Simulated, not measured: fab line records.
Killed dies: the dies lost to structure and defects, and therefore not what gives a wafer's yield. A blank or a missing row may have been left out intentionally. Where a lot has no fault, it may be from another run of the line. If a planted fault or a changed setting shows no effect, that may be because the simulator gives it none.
One fault seen from 2 desks	flow sky130	numbers are kept per desk, each desk with only its own; the story behind them comes last

TOOL OWNER'S DESK, iline stepper-01
The tool's own readings at SKY_LDD_P_EXPOSE_04 (exposes mask PSDM, target cd 380 nm): means of the sampled wafers that have a number, for each lot that ran on this tool. If a lot's mean is further than 4 standard deviations from the usual mean, the lot is out of limits and carries the mark OUT (the distance appears in the brackets).
Columns: A = exposure dose mJ cm2 at SKY_LDD_P_EXPOSE_04, usual 138.81
lot	first seen here	A
L126	day 19 02:05	138.74
L129	day 20 01:41	138.92
L132	day 21 06:44	138.90
L136	day 22 17:13	138.70
L142	day 24 18:27	138.82
L145	day 25 17:43	138.86
Result from this desk: across the 6 lots, nothing is out of limits.

METROLOGY DESK
Lot by lot, what the gauges showed, no matter which tool ran the lot: averages of those sampled wafers that carry a number. If a lot's mean is further than 4 standard deviations from the usual mean, the lot is out of limits and carries the mark OUT (the distance appears in the brackets).
Columns: A = LDD_P_OVL at SKY_LDD_P_OVL_MEAS_08, usual -1.4 nm; B = CONTACT_CVD_00_THK at SKY_CONTACT_THK_MEAS_01, usual 75.6 nm
lot	first seen here	A	B
L125	day 19 04:28	-2.3	75.1
L126	day 19 16:32	-0.5	74.8
L128	day 20 12:56	0.3	75.5
L129	day 20 16:29	-1.6	74.3
L130	day 21 16:14	-3.9	75.8
L132	day 21 22:17	-1.2	76.8
L133	day 22 06:34	-3.5	74.8
L136	day 23 07:58	-0.8	74.3
L138	day 23 20:36	-2.4	75.4
L142	day 25 09:32	2.9	75.9
L145	day 26 08:35	6.5 (+5.2) OUT	76.6
L147	day 27 04:23	-0.3	74.2
This desk's result: L145 out of limits, first on L145 (LDD_P_OVL at SKY_LDD_P_OVL_MEAS_08), day 26 08:35. L125, L126, L128, L129, L130, L132, L133, L136, L138, L142, L147: within limits.

ALL TOGETHER
L145 would have let the metrology desk raise an alarm at day 26 08:35.
Nothing out of limits was seen by the tool owner's desk.
On record at the tool owner's desk: L145, within its limits.
SKY_LDD_P_EXPOSE_04 was run on iline stepper-01 by each of the lots named.

WHAT THE SIMULATOR PUT IN
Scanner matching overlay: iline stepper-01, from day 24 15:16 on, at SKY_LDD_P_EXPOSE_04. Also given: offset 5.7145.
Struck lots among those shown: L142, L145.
Delay in hours, fault start to first out-of-limits reading, per desk: metrology desk 41.
